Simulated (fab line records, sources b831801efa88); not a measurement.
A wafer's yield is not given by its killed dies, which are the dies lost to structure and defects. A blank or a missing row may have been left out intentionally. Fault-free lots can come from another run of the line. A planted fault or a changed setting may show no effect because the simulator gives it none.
fab line records    flow sky130
[record] lots = 13  wafers = 39  lastDay = 50
route steps=708 shown VT_ADJUST_LVTN@105 METAL1@454 VIA1@479 METAL2@484
lots with no fault: from the same line, run without faults
startH: the number of hours between the record's first day and the start of the first shown wafer of the lot    waitH: hours since the lot's step before    " identical to the entry in the row above    L1.1+2: a row that stands for several wafers    - no value, or no start given    * or withheld: withheld    < > ~ a bound
route shown NAME@n: a module of which the file shows steps, and the number in the route of the first    usual: average and standard deviation across the fault-free wafers    same: alike in all rows    chamber/n: place in a boat    sites: each site's reading    _std_site: standard deviation across them    _edge_site: the outer-site mean with the inner-site mean subtracted    radiusMm: for every site, how far away it sits from the centre of the wafer    mask NAME#n: copy n    behind: the tool/chamber that last shaped the wafer    hold: why the lot was held/for how many hours/how that ended    device: the transistor (n, p or np) that didn't switch    end of line: the same wafers' tests at the end of the route    for a step that has no rows: nothing shown but its recipe    killed: not the wafer's yield, but the dies lost to structure and defects at the first sort    map: per-die view of a wafer (x killed, . not killed, _ where there is no die)
set.NAME: setting as actually run; set.NAME@STEP: the setting as run at that earlier step    model.NAME: the simulator's own value behind a step, which no gauge read
the route's steps for a sample of lots (tables are steps, rows are wafers)
services: a tool's chamber out of use, with start hour (startH, from the record's first day; less than 0 if before it), hours out, and reason
[[steps]]
[step SKY_VT_ADJUST_LVTN_IMPLANT_08]
[recipe] species = B  energyKev = 30  doseCm2 = 1.57e+12  tiltDeg = withheld
lot.wafer   tool          chamber  startH  waitH
L291.1+3+4  implanter-02  0        159.85  0.0
L290.3+4+6  implanter-03  0        161.20  0.1
L294.2+4+5  implanter-03  0        174.13  0.0
L296.1+2+4  implanter-04  0        178.66  0.0
L295.1+2+3  implanter-02  0        180.46  0.0
L298.1+4+6  implanter-03  0        195.90  0.0
L302.3+5+6  implanter-02  0        219.96  0.1
L303.2+4+6  implanter-03  0        226.03  0.0
L304.2+3+5  implanter-03  0        232.28  0.0
L308.1+2+5  implanter-02  0        259.80  0.0
L310.4+5+6  implanter-04  0        276.13  0.1
L311.1+4+6  implanter-04  0        283.05  0.0
L313.2+4+6  implanter-02  0        302.80  0.1
[step SKY_VT_ADJUST_LVTN_TW_MEAS_10]
[usual] VT_ADJUST_LVTN_TW = 241.8/2.9
lot.wafer  tool          chamber  startH  waitH  VT_ADJUST_LVTN_TW
L291.1     filmMetro-02  -        160.10  0.1    238.1
L291.3     "             -        "       "      240.0
L291.4     "             -        "       "      238.6
L290.3     filmMetro-01  -        161.42  0.1    245.2
L290.4     "             -        "       "      245.0
L290.6     "             -        "       "      246.0
L294.2     filmMetro-03  -        174.36  0.1    243.8
L294.4     "             -        "       "      243.9
L294.5     "             -        "       "      243.9
L296.1     filmMetro-01  -        178.91  0.1    245.1
L296.2     "             -        "       "      244.9
L296.4     "             -        "       "      244.2
L295.1     filmMetro-03  -        180.71  0.1    242.1
L295.2     "             -        "       "      243.0
L295.3     "             -        "       "      242.9
L298.1     filmMetro-01  -        196.15  0.1    244.7
L298.4     "             -        "       "      244.3
L298.6     "             -        "       "      244.0
L302.3     filmMetro-01  -        220.18  0.1    244.9
L302.5     "             -        "       "      245.7
L302.6     "             -        "       "      244.8
L303.2     filmMetro-02  -        226.26  0.1    224.5
L303.4     "             -        "       "      225.2
L303.6     "             -        "       "      225.5
L304.2     filmMetro-02  -        232.52  0.1    225.4
L304.3     "             -        "       "      225.3
L304.5     "             -        "       "      226.4
L308.1     filmMetro-03  -        260.11  0.1    242.5
L308.2     "             -        "       "      243.1
L308.5     "             -        "       "      242.1
L310.4     filmMetro-03  -        276.33  0.1    244.3
L310.5     "             -        "       "      242.3
L310.6     "             -        "       "      243.5
L311.1     filmMetro-01  -        283.30  0.1    245.5
L311.4     "             -        "       "      244.2
L311.6     "             -        "       "      245.7
L313.2     filmMetro-02  -        303.03  0.1    239.7
L313.4     "             -        "       "      238.7
L313.6     "             -        "       "      240.1
[step SKY_METAL1_STRIP_20]
[recipe] chemistry = O2/N2  powerW = 1400  pressureMtorr = 1500  platenTempC = withheld  o2FlowSccm = 3000  n2FlowSccm = 300  overashFraction = 0.5
[usual] drypumpMotorCurrentA = 5.80/0.28  oesProductAu = 0.339/0.0055  stripTimeToEndpointS = 2.62/0.057
lot.wafer  tool            chamber  startH  waitH  drypumpMotorCurrentA  oesProductAu  rfHoursCounterH  stripTimeToEndpointS
L290.3     plasmaAsher-01  0        787.24  0.1    5.96                  0.329         -                2.58
L290.4     "               1        "       "      6.29                  0.334         -                2.54
L290.6     "               1        "       "      6.30                  0.336         -                2.55
L291.1     plasmaAsher-01  1        789.56  0.1    6.28                  0.343         65               2.64
L291.3     "               1        "       "      6.28                  0.338         -                2.59
L291.4     "               0        "       "      5.98                  0.333         -                2.58
L294.2     plasmaAsher-03  1        836.60  0.1    5.41                  0.337         99               2.58
L294.4     "               0        "       "      5.68                  0.341         -                2.70
L294.5     "               1        "       "      5.41                  0.332         -                2.61
L295.1     plasmaAsher-02  0        838.55  0.1    5.60                  0.330         9                2.53
L295.2     "               1        "       "      5.80                  0.340         9                2.56
L295.3     "               1        "       "      5.81                  0.337         -                2.50
L296.1     plasmaAsher-03  1        838.81  0.1    5.44                  0.343         99               2.66
L296.2     "               0        "       "      5.63                  0.336         99               2.71
L296.4     "               0        "       "      5.66                  0.350         -                2.68
L298.1     plasmaAsher-02  1        840.66  0.1    5.81                  0.340         10               2.54
L298.4     "               0        "       "      5.62                  0.346         -                2.57
L298.6     "               1        "       "      5.78                  0.341         -                2.59
L302.3     plasmaAsher-01  1        852.21  0.1    6.30                  0.334         -                2.59
L302.5     "               1        "       "      6.30                  0.348         -                2.60
L302.6     "               0        "       "      5.98                  0.338         -                2.64
L303.2     plasmaAsher-01  1        862.79  0.1    6.30                  0.327         73               2.57
L303.4     "               0        "       "      5.94                  0.336         -                2.58
L303.6     "               1        "       "      6.30                  0.338         -                2.56
L304.2     plasmaAsher-01  1        874.21  0.1    6.31                  0.336         74               2.63
L304.3     "               1        "       "      6.28                  0.336         -                2.57
L304.5     "               0        "       "      6.00                  0.346         -                2.58
L308.1     plasmaAsher-01  0        899.51  0.1    5.98                  0.337         76               2.58
L308.2     "               1        "       "      6.29                  0.341         76               2.64
L308.5     "               1        "       "      6.27                  0.338         -                2.61
L310.4     plasmaAsher-02  0        916.75  0.1    5.61                  0.344         -                2.72
L310.5     "               0        "       "      5.60                  0.341         -                2.70
L310.6     "               1        "       "      5.82                  0.327         -                2.54
L311.1     plasmaAsher-03  0        927.41  0.1    5.66                  0.338         109              2.60
L311.4     "               0        "       "      5.65                  0.349         -                2.65
L311.6     "               1        "       "      5.41                  0.330         -                2.55
L313.2     plasmaAsher-02  0        936.96  0.1    5.61                  0.340         19               2.65
L313.4     "               0        "       "      5.63                  0.343         -                2.68
L313.6     "               1        "       "      5.79                  0.341         -                2.69
[step SKY_VIA1_CVD_21]
[recipe] material = W  targetThkNm = 270  timeS = 80.902  tempC = 400  pressureTorr = 40
[usual] heaterPowerW = 839/49
lot.wafer  tool     chamber  startH  waitH  heaterPowerW
L290.3     cvdW-02  0        816.88  0.1    919
L290.4     "        1        "       "      874
L290.6     "        0        "       "      923
L291.1     cvdW-02  0        819.11  0.0    909
L291.3     "        0        "       "      894
L291.4     "        1        "       "      898
L294.2     cvdW-01  1        865.08  0.0    817
L294.4     "        0        "       "      768
L294.5     "        1        "       "      837
L295.1     cvdW-01  1        866.11  0.0    848
L295.2     "        0        "       "      775
L295.3     "        1        "       "      803
L296.1     cvdW-02  1        866.42  0.0    881
L296.2     "        0        "       "      932
L296.4     "        0        "       "      912
L298.1     cvdW-01  1        868.41  0.0    827
L298.4     "        1        "       "      813
L298.6     "        1        "       "      810
L302.3     cvdW-02  1        879.50  0.1    912
L302.5     "        1        "       "      903
L302.6     "        0        "       "      922
L303.2     cvdW-02  1        889.93  0.0    894
L303.4     "        0        "       "      909
L303.6     "        0        "       "      936
L304.2     cvdW-01  0        902.57  0.0    788
L304.3     "        1        "       "      816
L304.5     "        1        "       "      826
L308.1     cvdW-02  0        926.21  0.0    818
L308.2     "        1        "       "      821
L308.5     "        0        "       "      810
L310.4     cvdW-01  1        943.35  0.1    833
L310.5     "        0        "       "      773
L310.6     "        1        "       "      825
L311.1     cvdW-01  1        953.90  0.0    834
L311.4     "        1        "       "      835
L311.6     "        0        "       "      787
L313.2     cvdW-02  0        963.46  0.0    812
L313.4     "        0        "       "      819
L313.6     "        0        "       "      851
[step SKY_METAL2_SPUTTER_01]
[recipe] material = TiN  targetThkNm = 20  powerW = 6500  timeS = 16.7  chamberPressurePa = 0.4
[usual] cathodeDcPowerW = 6500.0/1.1  throttleValvePct = 30.2/1
lot.wafer  tool           chamber  startH  waitH  cathodeDcPowerW  throttleValvePct
L290.3     pvdSputter-02  -        817.45  0.0    6499.8           29.2
L290.4     "              -        "       "      6500.8           31.1
L290.6     "              -        "       "      6500.6           31.3
L291.1     pvdSputter-02  -        819.70  0.0    6502.9           30.0
L291.3     "              -        "       "      6501.1           29.3
L291.4     "              -        "       "      6501.1           30.9
L294.2     pvdSputter-01  -        865.67  0.0    6500.6           31.2
L294.4     "              -        "       "      6500.1           29.9
L294.5     "              -        "       "      6499.8           29.6
L295.1     pvdSputter-01  -        866.70  0.0    6500.0           31.4
L295.2     "              -        "       "      6500.2           29.4
L295.3     "              -        "       "      6498.2           29.2
L296.1     pvdSputter-04  -        867.01  0.0    6497.6           30.9
L296.2     "              -        "       "      6499.0           31.3
L296.4     "              -        "       "      6501.4           29.0
L298.1     pvdSputter-04  -        869.01  0.0    6500.7           30.8
L298.4     "              -        "       "      6500.2           31.4
L298.6     "              -        "       "      6499.6           30.9
L302.3     pvdSputter-01  -        880.06  0.0    6500.9           29.3
L302.5     "              -        "       "      6501.3           29.5
L302.6     "              -        "       "      6499.8           31.5
L303.2     pvdSputter-04  -        890.56  0.0    6500.0           31.5
L303.4     "              -        "       "      6500.8           30.7
L303.6     "              -        "       "      6500.2           31.4
L304.2     pvdSputter-01  -        903.16  0.0    6499.6           29.2
L304.3     "              -        "       "      6498.9           31.8
L304.5     "              -        "       "      6500.1           29.2
L308.1     pvdSputter-01  -        926.81  0.0    6498.1           29.2
L308.2     "              -        "       "      6499.5           29.5
L308.5     "              -        "       "      6500.8           29.6
L310.4     pvdSputter-02  -        943.91  0.0    6500.9           29.7
L310.5     "              -        "       "      6500.6           29.4
L310.6     "              -        "       "      6499.7           31.2
L311.1     pvdSputter-01  -        954.50  0.0    6499.8           31.7
L311.4     "              -        "       "      6501.4           31.6
L311.6     "              -        "       "      6499.7           29.2
L313.2     pvdSputter-01  -        964.18  0.0    6502.8           31.7
L313.4     "              -        "       "      6501.0           31.5
L313.6     "              -        "       "      6500.4           31.2
[[services]]
tool            chamber  startH  hours  kind
cvdW-01         -        141.58  1.0    repair
cvdW-02         -        145.09  6.9    pm
cvdW-01         -        164.72  2.8    pm
cvdW-01         -        180.56  1.4    repair
plasmaAsher-01  -        212.78  2.8    pm
cvdW-02         1        273.83  5.0    repair
cvdW-01         1        309.26  11.1   repair
plasmaAsher-01  -        360.87  1.6    repair
cvdW-01         -        390.00  14.0   pm
cvdW-01         -        400.55  2.8    repair
pvdSputter-01   -        417.23  6.9    repair
pvdSputter-01   -        452.82  0.5    repair
pvdSputter-01   -        457.93  8.9    repair
pvdSputter-01   -        468.12  2.1    repair
cvdW-02         -        479.34  0.6    repair
cvdW-02         0        532.78  1.5    repair
pvdSputter-01   -        536.94  1.7    repair
cvdW-02         -        599.85  2.3    repair
pvdSputter-01   -        739.91  3.9    repair
cvdW-02         -        781.49  1.1    repair
pvdSputter-01   -        813.67  4.6    repair
cvdW-02         -        861.93  1.2    repair
cvdW-02         -        863.53  2.8    pm
cvdW-02         -        904.00  14.0   pm
[[key]]
[firstSign] step = SKY_VT_ADJUST_LVTN_TW_MEAS_10  reading = VT_ADJUST_LVTN_TW  direction = down  sigmas = 5.7  usual = 241.8  struck = 225.4
effect none on later readings
metAt SKY_VT_ADJUST_LVTN_IMPLANT_08
struckLots L303,L304
testerLeftOut L303,L304
notActingAt SKY_METAL1_STRIP_20,SKY_VIA1_CVD_21,SKY_METAL2_SPUTTER_01
onsetBetween 195.90 226.03
[fault] kind = processParameterDrift  tool = implanter-03  chamber = -  onsetH = 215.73  steps = SKY_VT_ADJUST_LVTN_IMPLANT_08  channel = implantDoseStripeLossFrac  offset = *  shape = step  endH = 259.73
// testerLeftOut: of these lots the tester's yield and bins aren't shown, on N5 and GAA mostly nor the transistor test; their killed dies are dies lost to structure and defects alone, not to doping, threshold or leakage, so they don't give the yield
